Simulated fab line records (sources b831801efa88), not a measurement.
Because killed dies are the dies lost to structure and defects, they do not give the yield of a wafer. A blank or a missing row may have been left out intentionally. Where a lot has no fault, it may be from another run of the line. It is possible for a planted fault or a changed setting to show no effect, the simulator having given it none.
fab line records -- flow gf180mcu
record: lots: 6, wafers: 18, last_day: 34
route steps=602 shown M1@315
lots untouched by any fault: they come from a run of this same line in which no faults occurred
start_h: hours from the record's opening day to when the first of the lot's shown wafers began -- wait_h: how many hours have passed since the lot's step before this one -- " unchanged from the row above -- L1.1+2: several wafers, shown together as one row -- - either no value or no given start -- * or withheld: withheld -- < > ~ a bound
route shown NAME@n: names a module that has steps shown in the file, with the first one's number in the route -- usual: the fault-free wafers' mean and standard deviation -- same: alike in all rows -- chamber/n: place in a boat -- sites: readings site by site -- _std_site: their standard deviation -- _edge_site: outer sites' mean less inner sites' -- radius_mm: how far each site lies from the wafer's centre -- mask NAME#n: copy n -- behind: the tool/chamber that last shaped the wafer -- hold: why the lot was held/for how many hours/how that ended -- device: transistor that didn't switch, given as n, p or np -- end of line: tests run on the same wafers once the route is complete -- a step given without rows: its recipe and nothing more -- killed: not the wafer's yield, but the dies lost to structure and defects at the first sort -- map: a wafer's dies, x killed, . not, _ none there
set.NAME: the setting that was run; set.NAME@STEP: the one run at that earlier step -- model.NAME: the simulator's own value behind a step, which no gauge read
certain route steps with their lots: each step a table, each wafer a row
services: from which hour (start_h, from the record's first day; less than 0 if before it) a tool's chamber was out of use, for how many hours, and why
== steps ==
step: GF_M1_SPUTTER_00
recipe: material: Ti, target_thk_nm: 37.5, arriving_ion_energy_ev: 80, substrate_temp_c: 200, chamber_pressure_pa: 2, power_w: 4000, time_s: 150
usual: throttle_valve_pct: 29.3/1.1
lot.wafer,tool,chamber,start_h,wait_h,throttle_valve_pct
L403.3,pvd_sputter-01,-,371.14,0.2,30.6
L403.4,pvd_sputter-01,-,371.14,0.2,28.6
L403.6,pvd_sputter-01,-,371.14,0.2,30.9
L415.2,pvd_sputter-02,-,491.54,0.1,29.4
L415.3,pvd_sputter-02,-,491.54,0.1,28.0
L415.5,pvd_sputter-02,-,491.54,0.1,29.5
L416.2,pvd_sputter-02,-,502.76,0.1,30.0
L416.3,pvd_sputter-02,-,502.76,0.1,27.8
L416.4,pvd_sputter-02,-,502.76,0.1,29.0
L417.1,pvd_sputter-02,-,516.99,0.1,28.0
L417.4,pvd_sputter-02,-,516.99,0.1,29.1
L417.6,pvd_sputter-02,-,516.99,0.1,27.9
L422.4,pvd_sputter-04,-,547.07,0.2,31.1
L422.5,pvd_sputter-04,-,547.07,0.2,28.6
L422.6,pvd_sputter-04,-,547.07,0.2,28.6
L423.1,pvd_sputter-04,-,554.28,0.2,28.7
L423.2,pvd_sputter-04,-,554.28,0.2,28.0
L423.3,pvd_sputter-04,-,554.28,0.2,31.0
step: GF_M1_SPUTTER_01
recipe: material: TiN, target_thk_nm: 30, power_w: 6246, time_s: 25, chamber_pressure_pa: 0.4
usual: throttle_valve_pct: 29.3/1.1
lot.wafer,tool,chamber,start_h,wait_h,throttle_valve_pct
L403.3,pvd_sputter-01,-,371.24,0.1,30.7
L403.4,pvd_sputter-01,-,371.24,0.1,28.5
L403.6,pvd_sputter-01,-,371.24,0.1,31.1
L415.2,pvd_sputter-02,-,491.64,0.1,29.1
L415.3,pvd_sputter-02,-,491.64,0.1,28.0
L415.5,pvd_sputter-02,-,491.64,0.1,29.1
L416.2,pvd_sputter-02,-,502.86,0.1,30.0
L416.3,pvd_sputter-02,-,502.86,0.1,27.9
L416.4,pvd_sputter-02,-,502.86,0.1,29.1
L417.1,pvd_sputter-02,-,517.09,0.1,27.6
L417.4,pvd_sputter-02,-,517.09,0.1,29.0
L417.6,pvd_sputter-02,-,517.09,0.1,27.9
L422.4,pvd_sputter-04,-,547.17,0.1,30.9
L422.5,pvd_sputter-04,-,547.17,0.1,28.5
L422.6,pvd_sputter-04,-,547.17,0.1,28.6
L423.1,pvd_sputter-04,-,554.38,0.1,28.5
L423.2,pvd_sputter-04,-,554.38,0.1,27.9
L423.3,pvd_sputter-04,-,554.38,0.1,31.3
step: GF_M1_SPUTTER_02
recipe: material: AlCu, target_thk_nm: 450, power_w: 10600, time_s: 23.9, chamber_pressure_pa: 0.4
usual: throttle_valve_pct: 29.3/1.1
lot.wafer,tool,chamber,start_h,wait_h,throttle_valve_pct
L403.3,pvd_sputter-01,-,371.27,0.0,30.8
L403.4,pvd_sputter-01,-,371.27,0.0,28.0
L403.6,pvd_sputter-01,-,371.27,0.0,30.7
L415.2,pvd_sputter-02,-,491.67,0.0,29.6
L415.3,pvd_sputter-02,-,491.67,0.0,28.1
L415.5,pvd_sputter-02,-,491.67,0.0,29.9
L416.2,pvd_sputter-02,-,502.89,0.0,30.2
L416.3,pvd_sputter-02,-,502.89,0.0,27.8
L416.4,pvd_sputter-02,-,502.89,0.0,29.3
L417.1,pvd_sputter-02,-,517.12,0.0,28.0
L417.4,pvd_sputter-02,-,517.12,0.0,29.0
L417.6,pvd_sputter-02,-,517.12,0.0,28.2
L422.4,pvd_sputter-04,-,547.20,0.0,31.0
L422.5,pvd_sputter-04,-,547.20,0.0,28.3
L422.6,pvd_sputter-04,-,547.20,0.0,28.6
L423.1,pvd_sputter-04,-,554.41,0.0,28.5
L423.2,pvd_sputter-04,-,554.41,0.0,27.8
L423.3,pvd_sputter-04,-,554.41,0.0,31.1
step: GF_M1_SPUTTER_03
recipe: material: Ti, target_thk_nm: 10, substrate_temp_c: 300, chamber_pressure_pa: 0.3, power_w: 3000, time_s: 6.7
usual: throttle_valve_pct: 29.3/1.1
lot.wafer,tool,chamber,start_h,wait_h,throttle_valve_pct
L403.3,pvd_sputter-01,-,371.30,0.0,30.7
L403.4,pvd_sputter-01,-,371.30,0.0,28.4
L403.6,pvd_sputter-01,-,371.30,0.0,31.3
L415.2,pvd_sputter-02,-,491.70,0.0,29.4
L415.3,pvd_sputter-02,-,491.70,0.0,28.0
L415.5,pvd_sputter-02,-,491.70,0.0,29.4
L416.2,pvd_sputter-02,-,502.92,0.0,30.1
L416.3,pvd_sputter-02,-,502.92,0.0,27.9
L416.4,pvd_sputter-02,-,502.92,0.0,28.9
L417.1,pvd_sputter-02,-,517.15,0.0,28.1
L417.4,pvd_sputter-02,-,517.15,0.0,29.2
L417.6,pvd_sputter-02,-,517.15,0.0,27.9
L422.4,pvd_sputter-04,-,547.23,0.0,31.0
L422.5,pvd_sputter-04,-,547.23,0.0,28.5
L422.6,pvd_sputter-04,-,547.23,0.0,28.5
L423.1,pvd_sputter-04,-,554.44,0.0,28.7
L423.2,pvd_sputter-04,-,554.44,0.0,28.0
L423.3,pvd_sputter-04,-,554.44,0.0,31.2
step: GF_M1_SPUTTER_04
recipe: material: TiN, target_thk_nm: 50, power_w: 6500, time_s: 41.7, chamber_pressure_pa: 0.4
usual: throttle_valve_pct: 29.3/1.1
lot.wafer,tool,chamber,start_h,wait_h,throttle_valve_pct
L403.3,pvd_sputter-01,-,371.32,0.0,30.7
L403.4,pvd_sputter-01,-,371.32,0.0,28.3
L403.6,pvd_sputter-01,-,371.32,0.0,30.9
L415.2,pvd_sputter-02,-,491.72,0.0,29.5
L415.3,pvd_sputter-02,-,491.72,0.0,27.8
L415.5,pvd_sputter-02,-,491.72,0.0,29.4
L416.2,pvd_sputter-02,-,502.94,0.0,30.0
L416.3,pvd_sputter-02,-,502.94,0.0,27.8
L416.4,pvd_sputter-02,-,502.94,0.0,29.0
L417.1,pvd_sputter-02,-,517.17,0.0,28.0
L417.4,pvd_sputter-02,-,517.17,0.0,29.1
L417.6,pvd_sputter-02,-,517.17,0.0,27.6
L422.4,pvd_sputter-04,-,547.25,0.0,31.1
L422.5,pvd_sputter-04,-,547.25,0.0,28.7
L422.6,pvd_sputter-04,-,547.25,0.0,28.2
L423.1,pvd_sputter-04,-,554.46,0.0,28.3
L423.2,pvd_sputter-04,-,554.46,0.0,27.8
L423.3,pvd_sputter-04,-,554.46,0.0,31.1
step: GF_M1_RS_MEAS_05
recipe: thk_meas_gauge: four-point-probe, reads: TiN_of_M1_SPUTTER_04+Ti_of_M1_SPUTTER_03+AlCu_of_M1_SPUTTER_02+TiN_of_M1_SPUTTER_01+Ti_of_M1_SPUTTER_00
usual: M1_ALCU_RS: 0.0693/0.00074
lot.wafer,tool,chamber,start_h,wait_h,M1_ALCU_RS[ohm/sq]
L403.3,film_metro-02,-,371.40,0.1,0.0697
L403.4,film_metro-02,-,371.40,0.1,0.0703
L403.6,film_metro-02,-,371.40,0.1,0.0706
L415.2,film_metro-01,-,491.78,0.0,0.0705
L415.3,film_metro-01,-,491.78,0.0,0.0704
L415.5,film_metro-01,-,491.78,0.0,0.0700
L416.2,film_metro-02,-,503.00,0.0,0.0680
L416.3,film_metro-02,-,503.00,0.0,0.0693
L416.4,film_metro-02,-,503.00,0.0,0.0694
L417.1,film_metro-04,-,517.21,0.0,0.0692
L417.4,film_metro-04,-,517.21,0.0,0.0691
L417.6,film_metro-04,-,517.21,0.0,0.0698
L422.4,film_metro-04,-,547.35,0.1,0.0702
L422.5,film_metro-04,-,547.35,0.1,0.0692
L422.6,film_metro-04,-,547.35,0.1,0.0693
L423.1,film_metro-04,-,554.50,0.0,0.0685
L423.2,film_metro-04,-,554.50,0.0,0.0692
L423.3,film_metro-04,-,554.50,0.0,0.0699
step: GF_M1_THK_MEAS_06
recipe: thk_meas_gauge: xrf, reads: AlCu_of_M1_SPUTTER_02
usual: M1_ALCU_THK: 449/5.6
lot.wafer,tool,chamber,start_h,wait_h,M1_ALCU_THK[nm]
L403.3,film_metro-02,-,371.50,0.1,448
L403.4,film_metro-02,-,371.50,0.1,445
L403.6,film_metro-02,-,371.50,0.1,442
L415.2,film_metro-01,-,491.89,0.1,443
L415.3,film_metro-01,-,491.89,0.1,443
L415.5,film_metro-01,-,491.89,0.1,448
L416.2,film_metro-02,-,503.11,0.1,463
L416.3,film_metro-02,-,503.11,0.1,452
L416.4,film_metro-02,-,503.11,0.1,452
L417.1,film_metro-04,-,517.33,0.1,450
L417.4,film_metro-04,-,517.33,0.1,450
L417.6,film_metro-04,-,517.33,0.1,446
L422.4,film_metro-04,-,547.44,0.1,443
L422.5,film_metro-04,-,547.44,0.1,446
L422.6,film_metro-04,-,547.44,0.1,449
L423.1,film_metro-04,-,554.62,0.1,449
L423.2,film_metro-04,-,554.62,0.1,447
L423.3,film_metro-04,-,554.62,0.1,444
step: GF_M1_DEHYDRATE_07
recipe: temp_c: 200, time_s: 60
step: GF_M1_HMDS_08
recipe: prime_time_s: 60, prime_temp_c: 120
step: GF_M1_COAT_09
recipe: resist: KrF, spin_rpm: withheld, resist_thk_nm: 1000
step: GF_M1_SOFTBAKE_10
recipe: temp_c: 130, time_s: 60, resist: KrF
step: GF_M1_EXPOSE_11
recipe: mask_id: Metal1, target_cd_nm: 230, na: 0.68, source_shape: conventional, sigma_outer: 0.6, dose_mj: 28
step: GF_M1_PEB_12
recipe: peb_temp_c: 135, peb_time_s: 90, resist: KrF
usual: chill_plate_temp_C: 23.01/0.11, exhaust_pa: 44.9/0.87
lot.wafer,tool,chamber,start_h,wait_h,chill_plate_temp_C,exhaust_pa
L403.3,litho_track-03,0,394.26,-,23.12,42.6
L403.4,litho_track-03,0,394.26,-,22.99,45.0
L403.6,litho_track-03,0,394.26,-,23.21,46.9
L415.2,litho_track-04,-,515.02,-,-,-
L415.3,litho_track-04,-,515.02,-,-,-
L415.5,litho_track-04,-,515.02,-,-,-
L416.2,litho_track-04,-,525.42,-,-,-
L416.3,litho_track-04,-,525.42,-,-,-
L416.4,litho_track-04,-,525.42,-,-,-
L417.1,litho_track-01,0,539.86,-,23.07,44.8
L417.4,litho_track-01,0,539.86,-,22.96,43.7
L417.6,litho_track-01,0,539.86,-,23.06,43.7
L422.4,litho_track-04,0,568.89,-,23.05,44.7
L422.5,litho_track-04,0,568.89,-,23.09,44.1
L422.6,litho_track-04,0,568.89,-,23.10,44.3
L423.1,litho_track-03,0,575.34,-,22.79,45.6
L423.2,litho_track-03,0,575.34,-,22.86,44.9
L423.3,litho_track-03,0,575.34,-,22.93,45.2
step: GF_M1_DEVELOP_13
recipe: develop_time_s: 60, dev_temp_c: 21
== services ==
tool,chamber,start_h,hours,kind
pvd_sputter-01,-,399.57,2.4,repair
pvd_sputter-02,-,448.25,4.5,repair
pvd_sputter-02,-,453.21,4.3,repair
pvd_sputter-02,-,499.35,1.5,repair
pvd_sputter-01,-,515.26,2.6,repair
pvd_sputter-04,-,552.83,0.6,repair
== key ==
first_sign: step: GF_M1_PEB_12, reading: tool_record, direction: missing
effect none on later readings
met_at GF_M1_PEB_12
struck_wafers L415.2,L415.3,L415.5,L416.2,L416.3,L416.4
later_rows_left_out L415.2,L415.3,L415.5,L416.2,L416.3,L416.4
sort_left_out L415.2,L415.3,L415.5,L416.2,L416.3,L416.4
fault: kind: skipped_step_whole, tool: litho_track-04, chamber: -, onset_h: 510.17, steps: GF_M1_PEB_12, scope: struck_lots_only
sort_left_out: the simulated sort isn't trusted on such a fault, so these wafers' sort isn't shown, and their yield isn't known
later_rows_left_out: the simulator's readings of these wafers behind a module that went badly wrong aren't trusted and aren't shown, but for the sort
